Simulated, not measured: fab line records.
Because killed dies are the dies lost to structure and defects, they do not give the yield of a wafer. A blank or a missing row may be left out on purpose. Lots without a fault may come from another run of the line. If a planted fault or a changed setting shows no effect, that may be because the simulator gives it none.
What tool caused it?	flow sky130	33 wafers from 11 lots sampled at 6 of the route's 708 steps

WHAT EACH GAUGE READ, for each wafer
SKY_NWELL_TW_MEAS_15.
lot	measured	on	NWELL_TW
L539	day 5 02:35	filmMetro-03	1848 1846 1838
L540	day 5 06:40	filmMetro-03	1855 1851 1847
L541	day 5 13:21	filmMetro-01	1801 1787 1803
L542	day 5 17:27	filmMetro-02	1840 1834 1825
L544	day 6 11:44	filmMetro-03	1849 1845 1848
L547	day 7 04:33	filmMetro-03	1849 1864 1862
L553	day 8 13:19	filmMetro-03	2088 2084 2086 2087 2085 2084
L555	day 8 22:11	filmMetro-03	1844 1854 1854
L556	day 9 05:25	filmMetro-01	2026 2020 2019 2011 2021 2023
L559	day 9 21:55	filmMetro-03	1849 1837 1841
L560	day 10 11:58	filmMetro-01	1799 1807 1795

SKY_NWELL_RS_MEAS_29: uses a four-point probe to measure.
lot	measured	on	NWELL_RS (ohm/sq)
L539	day 5 20:45	filmMetro-01	627.7 627.4 628.4
L540	day 6 01:17	filmMetro-03	625.1 622.8 622.5
L541	day 6 07:47	filmMetro-03	626.0 625.1 625.7
L542	day 6 12:04	filmMetro-02	620.7 623.2 621.8
L544	day 7 07:58	filmMetro-01	625.2 625.2 626.2
L547	day 8 01:25	filmMetro-02	623.9 625.5 625.2
L553	day 9 10:14	filmMetro-03	502.5 502.7 503.2 503.0 504.1 503.5
L555	day 9 19:50	filmMetro-02	622.5 622.1 624.1
L556	day 10 03:25	filmMetro-03	504.6 504.8 503.2 504.8 504.9 503.2
L559	day 10 20:54	filmMetro-03	623.5 623.4 624.4
L560	day 11 11:22	filmMetro-01	625.6 623.3 626.0

SKY_VT_ADJUST_PCH_OVL_MEAS_07.
lot	measured	on	VT_ADJUST_PCH_OVL (nm)
L539	day 11 04:00	overlay-02	-1.4 -1.7 -0.5
L540	day 11 11:14	overlay-02	2.6 3.0 1.3
L541	day 11 14:25	overlay-02	3.0 2.2 1.7
L542	day 11 21:52	overlay-02	0.4 0.5 0.4
L544	day 12 23:35	overlay-02	0.3 1.3 1.1
L547	day 13 20:31	overlay-02	3.9 3.1 3.3
L555	day 16 00:22	overlay-01	-1.5 -0.3 -1.1
L559	day 17 09:46	overlay-01	0.4 -0.4 1.1
L560	day 18 04:26	overlay-01	0.8 0.4 0.4

SKY_SD_P_CD_MEAS_07: the cd target is 380 nm.
lot	measured	on	cdNm (nm)
L539	day 26 07:34	cdSem-01	376.7 377.1 375.6
L540	day 26 22:26	cdSem-01	384.6 383.6 385.9
L541	day 26 23:19	cdSem-01	381.2 381.0 379.9
L542	day 27 09:58	cdSem-01	378.5 377.2 378.5
L544	day 28 04:49	cdSem-01	381.8 385.4 382.8
L547	day 30 03:25	cdSem-01	377.5 376.6 378.7
L555	day 31 13:33	cdSem-01	379.0 379.3 381.5
L559	day 32 23:20	cdSem-02	377.1 377.7 376.2
L560	day 33 21:56	cdSem-02	383.7 384.3 382.4

WHAT TOOL EACH LOT RAN ON (gives the tool, then ch and the chambers of the sampled wafers, and finally the start)
lot	SKY_NWELL_IMPLANT_11	SKY_POLY_CUT_ETCH_10
L539	implanter-04 ch 0, day 5 02:04	rieDiel-01 ch 0,1,3, day 25 03:32
L540	implanter-02 ch 0, day 5 06:07	rieDiel-04 ch 0,2,3, day 25 18:01
L541	implanter-04 ch 0, day 5 12:48	rieDiel-01 ch 0,2, day 25 18:11
L542	implanter-03 ch 0, day 5 16:54	rieDiel-01 ch 0,1,2, day 26 04:31
L544	implanter-02 ch 0, day 6 11:13	rieDiel-03 ch 0,1, day 27 00:20
L547	implanter-04 ch 0, day 7 04:00	rieDiel-01 ch 1,3, day 28 23:28
L553	implanter-04 ch 0, day 8 12:46	-
L555	implanter-02 ch 0, day 8 21:39	rieDiel-01 ch 0,1, day 30 09:37
L556	implanter-04 ch 0, day 9 04:52	-
L559	implanter-03 ch 0, day 9 21:22	rieDiel-01 ch 0,1, day 31 19:53
L560	implanter-02 ch 0, day 10 11:25	rieDiel-01 ch 1,2,3, day 32 18:46
- SKY_NWELL_IMPLANT_11
- SKY_POLY_CUT_ETCH_10: etches BARC in N2/H2, stops on SiO2, time 45.9 s, target depth 60 nm.

WHAT THE TOOLS THEMSELVES READ (means of the sampled wafers that have a number; where no wafer has one, the mark that the record gives instead)
SKY_NWELL_IMPLANT_11.
lot	tool	beamOnS (s)	doseIonsCm2	faradayCurrentUA
L539	implanter-04	10.07	1.9002e+13	106.4
L540	implanter-02	10.06	1.8991e+13	106.5
L541	implanter-04	9.84	1.8978e+13	108.6
L542	implanter-03	9.97	1.8998e+13	107.4
L544	implanter-02	9.89	1.8991e+13	108.2
L547	implanter-04	9.89	1.9002e+13	108.3
L553	implanter-04	10.35	2.8341e+13	153.7
L555	implanter-02	10.04	1.9013e+13	106.6
L556	implanter-04	10.64	2.8339e+13	150.7
L559	implanter-03	9.90	1.9021e+13	108.0
L560	implanter-02	9.74	1.8993e+13	109.7

SKY_POLY_CUT_ETCH_10.
lot	tool	drypumpMotorCurrentA (A)	oesProductAu (a.u.)	throttleValvePct (%)
L539	rieDiel-01	5.85	0.853	13.217
L540	rieDiel-04	5.83	0.852	13.228
L541	rieDiel-01	5.83	0.856	13.230
L542	rieDiel-01	5.74	0.854	13.228
L544	rieDiel-03	5.75	0.858	13.224
L547	rieDiel-01	5.82	0.856	13.221
L555	rieDiel-01	5.89	0.862	13.216
L559	rieDiel-01	5.90	0.849	13.228
L560	rieDiel-01	5.71	0.855	13.225

THE ANSWER, worked out from the rows above alone
Rule: what is usual is taken from the lots themselves. Put in order of their means at a reading, lots are off if they are a third of the lots or fewer, leave a main group of 4 or more, and stand apart from it by a gap of 3 or more times the standard deviation of the main group's means; of several such gaps the widest counts. A main group whose means are all the same, to the digits that the tables above print for the reading, isn't used. A lot without any number at a reading at which 4 lots or more have one is off too. Where the step has rows for the other lots, those lots are counted as sound. After the gauges, taken in route order, come the tools' own readings; for these a lot's mean is taken, as printed above. The first step at which some lot is off is used, and at that step the reading that is off furthest; a lot without a number counts as furthest.
Off: at SKY_NWELL_TW_MEAS_15 (NWELL_TW), L553, L556. The main group has a mean of 1836 with a standard deviation of 21.
If a tool, at a process step before that reading, ran all the lots that are off and no sound lot after the first of them, it fits. The gauges at SKY_NWELL_TW_MEAS_15 aren't tried: what is off there is off at SKY_NWELL_IMPLANT_11 too, on other tools, and a gauge's error can't cause that. One fits: implanter-04 at SKY_NWELL_IMPLANT_11. Its last sound lot is L547 (day 7 04:00), its first lot that is off L553 (day 8 12:46): a fault that began between those two fits.
The tool's own readings at SKY_NWELL_IMPLANT_11 bear it out: on the lots that are off they differ by more than 5 times the standard deviation of the sound lots' means. beamOnS reads 10.50 s there against 9.93 s on the sound lots; doseIonsCm2 reads 2.8340e+13 there against 1.8999e+13 on the sound lots; faradayCurrentUA reads 152.2 there against 107.7 on the sound lots.

WHAT HAD BEEN PUT IN BY THE SIMULATOR
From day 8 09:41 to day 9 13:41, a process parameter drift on implanter-04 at SKY_NWELL_IMPLANT_11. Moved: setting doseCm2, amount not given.
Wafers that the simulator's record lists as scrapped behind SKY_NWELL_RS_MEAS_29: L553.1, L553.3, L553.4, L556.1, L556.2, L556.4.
Struck lots among those shown: L553, L556. The rule above reached the same finding.
